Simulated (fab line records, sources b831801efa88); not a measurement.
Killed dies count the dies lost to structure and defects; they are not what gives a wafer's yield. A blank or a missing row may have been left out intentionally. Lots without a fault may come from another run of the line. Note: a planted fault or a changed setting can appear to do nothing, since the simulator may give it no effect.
Which tool did it? ; flow sky130 ; 15 lots with 45 wafers sampled at 4 steps, on a route of 708 steps

## WHAT THE GAUGES SHOWED, per wafer
SKY_CONTACT_BOW_MEAS_05. Usual: for CONTACT_BOW the level is 80 um and the standard deviation is 7.2.
lot;measured;on;CONTACT_BOW (um);flag
L673;day 30 18:24;film metro-03;72 80 78;
L674;day 31 01:24;film metro-01;81 79 78;
L676;day 31 20:55;film metro-01;76 72 94;
L680;day 32 22:55;film metro-04;83 90 83;
L679;day 32 23:38;film metro-03;75 83 72;
L681;day 33 14:17;film metro-04;86 82 84;
L682;day 33 19:26;film metro-01;79 85 74;
L683;day 33 22:07;film metro-03;86 84 78;
L684;day 34 14:01;film metro-01;88 89 95;
L688;day 35 10:49;film metro-03;77 85 84;
L689;day 35 19:47;film metro-04;73 79 72;
L691;day 36 15:16;film metro-04;88 81 73;
L692;day 36 16:55;film metro-04;84 74 79;
L694;day 37 08:20;film metro-03;67 77 58;
L695;day 37 12:20;film metro-01;82 82 87;

SKY_CONTACT_THK_MEAS_26: measures by xrf. Usual: for CONTACT_W_THK the level is 355 nm and the standard deviation is 6.6.
lot;measured;on;CONTACT_W_THK (nm);flag
L673;day 31 22:48;film metro-03;360 360 363;
L674;day 32 05:47;film metro-03;366 357 361;
L676;day 33 02:01;film metro-04;361 361 355;
L680;day 34 02:56;film metro-01;358 359 360;
L679;day 34 03:28;film metro-04;345 343 342;
L681;day 34 18:15;film metro-03;359 355 355;
L682;day 34 23:32;film metro-03;358 363 355;
L683;day 35 02:01;film metro-04;357 350 361;
L684;day 35 17:57;film metro-01;348 351 350;
L688;day 36 14:10;film metro-04;344 346 346;
L689;day 36 23:11;film metro-03;368 364 362;
L691;day 37 19:04;film metro-03;365 358 366;
L692;day 37 19:46;film metro-01;346 345 357;
L694;day 38 11:15;film metro-04;348 349 342;
L695;day 38 15:25;film metro-03;346 359 351;

SKY_METAL1_CD_MEAS_15 targets a cd of 140 nm. Usual: cd nm reads 140.8 nm (standard deviation 1.4).
lot;measured;on;cd nm (nm);flag
L673;day 33 03:17;cd sem-02;138.6 138.9 137.6;
L674;day 33 09:44;cd sem-02;141.6 139.5 142.2;
L676;day 34 05:07;cd sem-02;139.3 138.7 140.9;
L680;day 35 05:43;cd sem-02;139.4 139.9 142.1;
L679;day 35 06:50;cd sem-02;144.3 143.0 142.6;
L681;day 35 20:40;cd sem-02;141.4 143.5 142.1;
L682;day 36 01:52;cd sem-02;141.2 140.2 141.6;
L683;day 36 05:22;cd sem-02;140.9 140.8 139.6;
L684;day 36 20:01;cd sem-02;140.9 142.0 141.4;
L688;day 37 16:55;cd sem-02;138.6 139.7 140.6;
L689;day 38 01:25;cd sem-01;140.7 139.5 139.3;
L691;day 38 21:23;cd sem-02;140.1 139.9 140.5;
L692;day 38 21:54;cd sem-02;142.2 142.9 142.6;
L694;day 39 12:29;cd sem-01;142.4 139.4 141.3;
L695;day 39 17:01;cd sem-01;140.5 139.7 139.6;

## EACH LOT AND THE TOOL THAT RAN IT (in order: tool; ch and the chambers of the sampled wafers; start)
lot;SKY_METAL1_SPUTTER_03
L673;pvd sputter-03, day 31 23:13
L674;pvd sputter-01, day 32 06:13
L676;pvd sputter-03, day 33 02:27
L680;pvd sputter-01, day 34 03:22
L679;pvd sputter-02, day 34 03:53
L681;pvd sputter-01, day 34 18:41
L682;pvd sputter-03, day 34 23:58
L683;pvd sputter-03, day 35 02:26
L684;pvd sputter-01, day 35 18:22
L688;pvd sputter-01, day 36 14:35
L689;pvd sputter-03, day 36 23:37
L691;pvd sputter-03, day 37 19:29
L692;pvd sputter-02, day 37 20:12
L694;pvd sputter-01, day 38 11:40
L695;pvd sputter-03, day 38 15:49
- SKY_METAL1_SPUTTER_03: material Ti, target thk 5 nm, time 3.3 s.

## WHAT THE TOOLS THEMSELVES READ (means of the sampled wafers that have a number; where no wafer has one, the mark that the record gives instead)
SKY_METAL1_SPUTTER_03. Usual: cathode dc power W 3000.0 W, standard deviation 0.54; chamber pressure pa 0.4000 Pa, standard deviation 0.00078; throttle valve pct 29.9 %, standard deviation 1.1.
lot;tool;cathode dc power W (W);chamber pressure pa (Pa);throttle valve pct (%);flag
L673;pvd sputter-03;2999.8;0.4004;29.8;
L674;pvd sputter-01;3000.1;0.3997;28.4;
L676;pvd sputter-03;3000.0;0.4005;29.7;
L680;pvd sputter-01;3000.4;0.3998;30.1;
L679;pvd sputter-02;3000.0;0.3996;31.0;
L681;pvd sputter-01;2999.4;0.4004;30.1;
L682;pvd sputter-03;-;-;-;OFF
L683;pvd sputter-03;-;-;-;OFF
L684;pvd sputter-01;-;-;-;OFF
L688;pvd sputter-01;2999.8;0.4006;30.0;
L689;pvd sputter-03;2999.5;0.4007;29.8;
L691;pvd sputter-03;3000.1;0.4010;30.2;
L692;pvd sputter-02;3000.0;0.4000;29.6;
L694;pvd sputter-01;2999.9;0.4000;30.5;
L695;pvd sputter-03;3000.2;0.3994;29.8;

## THE ANSWER, worked out from the rows above alone
Rule: a lot is off if the mean of its wafers that have a number lies more than 3 standard deviations from the usual mean. A lot without any number at a reading at which 4 lots or more have one is off too. Any other lot the step has rows for is counted as sound. First the gauges in route order, then the tools' own readings, where a lot's mean is used as printed above. The first step at which some lot is off is used, and at that step the reading that is off furthest; a lot without a number counts as furthest.
Off at SKY_METAL1_SPUTTER_03 (cathode dc power W): L682, L683, L684. Without a number there: L682, L683, L684.
If a tool, at that step or one of the process steps before it, ran each lot that is off and ran no sound lot following the first of them, it fits. None of those tried fits.

## WHAT THE SIMULATOR PUT IN
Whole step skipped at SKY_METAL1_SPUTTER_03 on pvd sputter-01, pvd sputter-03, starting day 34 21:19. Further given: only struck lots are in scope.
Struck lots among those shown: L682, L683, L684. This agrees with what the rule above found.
